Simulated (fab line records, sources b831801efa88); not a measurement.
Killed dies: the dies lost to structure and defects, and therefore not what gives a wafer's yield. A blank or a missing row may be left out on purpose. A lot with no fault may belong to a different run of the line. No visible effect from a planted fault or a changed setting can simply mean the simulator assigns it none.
8D (eight disciplines) problem report, filled in by code / flow gf180mcu / the parts of the form that need people (team, actions taken, sign-off) are left out

1. PROBLEM STATEMENT
Across 6 wafers from 2 lots, MVSD_RS at GF_VT_IMPLANT_RS_MEAS_46 averages 485.5 ohm/sq, while fault-free wafers read 456.8 ohm/sq with a standard deviation of 1. That puts it +29 standard deviations away from the usual mean.
The step: measures by four-point-probe.
First seen on wafer L806.1, day 12 06:53, on film metro-02. At this step, 39 wafers from 13 lots have a number in the record. Rule for "out" (also "out of limits"): further than 4 standard deviations from the usual mean. The other wafers with a number count as sound.

2. WHAT IT IS, AND WHAT IT ISN'T
question=which readings at this step | is=MVSD_RS | is not=-
question=which lots | is=L806, L811 | is not=L790, L791, L792, L794, L796, L799, L800, L802, L805, L807, L812
question=which wafers of those lots | is=all that have a number | is not=-
question=read on which gauges | is=film metro-01, film metro-02 | is not=film metro-04
question=when | is=from day 12 06:53 | is not=up to then (27 sound wafers); but 6 sound wafers of L807, L812 came after

3. WHAT RULES OUT EACH SUSPECT
Counting: a tool stays on the suspect list if, at a process step up to the reading, it processed all lots that are out and no sound lot following the first of them.
- the gauge at GF_VT_IMPLANT_RS_MEAS_46: ruled out. Those wafers that are out were read across 2 gauges (film metro-01, film metro-02).
- implanter-03 at GF_MVSD_IMPLANT_09: kept. It ran every lot that is out, first L806 (day 8 12:26), and no sound lot after that; its last sound lot up to then is L800 (day 7 03:15). Out on those wafers are its own readings of dose ions cm2, faraday current uA.
The count leaves implanter-03 at GF_MVSD_IMPLANT_09.

4. THE CAUSE (what the simulator had put in)
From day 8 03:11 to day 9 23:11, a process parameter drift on implanter-03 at GF_MVSD_IMPLANT_09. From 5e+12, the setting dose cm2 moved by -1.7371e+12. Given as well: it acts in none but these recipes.
After counting, this tool was the only one left.

5. SEQUENCE OF EFFECTS, ordered by route
Rows list readings where the struck wafers' mean (over those with a number) sits beyond 3 standard deviations from the usual. Only readings for which the record gives a usual standard deviation are gone through. hours: the time from each lot's start at the first step in this table that gives one to its start at this step, as a median over the lots. sigmas: the change in usual standard deviations.
hours=0; step=GF_MVSD_IMPLANT_09; reading=dose ions cm2; usual=5e+12; on struck wafers=3e+12; change=-2e+12; sigmas=-99 or more
hours=0; step=GF_MVSD_IMPLANT_09; reading=faraday current uA; usual=28.2; on struck wafers=18.3; change=-9.9; sigmas=-17
hours=93; step=GF_VT_IMPLANT_RS_MEAS_46; reading=MVSD_RS; usual=456.8 ohm/sq; on struck wafers=485.5; change=+28.7; sigmas=+29
Its process steps:
- GF_MVSD_IMPLANT_09
At these later measuring or inspecting steps, every struck wafer for which the step has a row has a number for every such reading, and none has moved that far: GF_V2_OVL_MEAS_15.

6. WHAT WOULD HAVE CAUGHT IT SOONER
In this record the first reading out of limits at a measuring or inspecting step was taken at day 12 06:53, 100 hours after the fault began at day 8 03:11.
At GF_MVSD_IMPLANT_09, the tool's own readings (dose ions cm2, faraday current uA) were out on each struck wafer the step has a row for, so an alarm limit on them would have fired on the first such wafer.
Lots out: 2; all had begun GF_MVSD_IMPLANT_09 on implanter-03 by day 12 06:53. Tool hold at that time: it would have spared none of them.
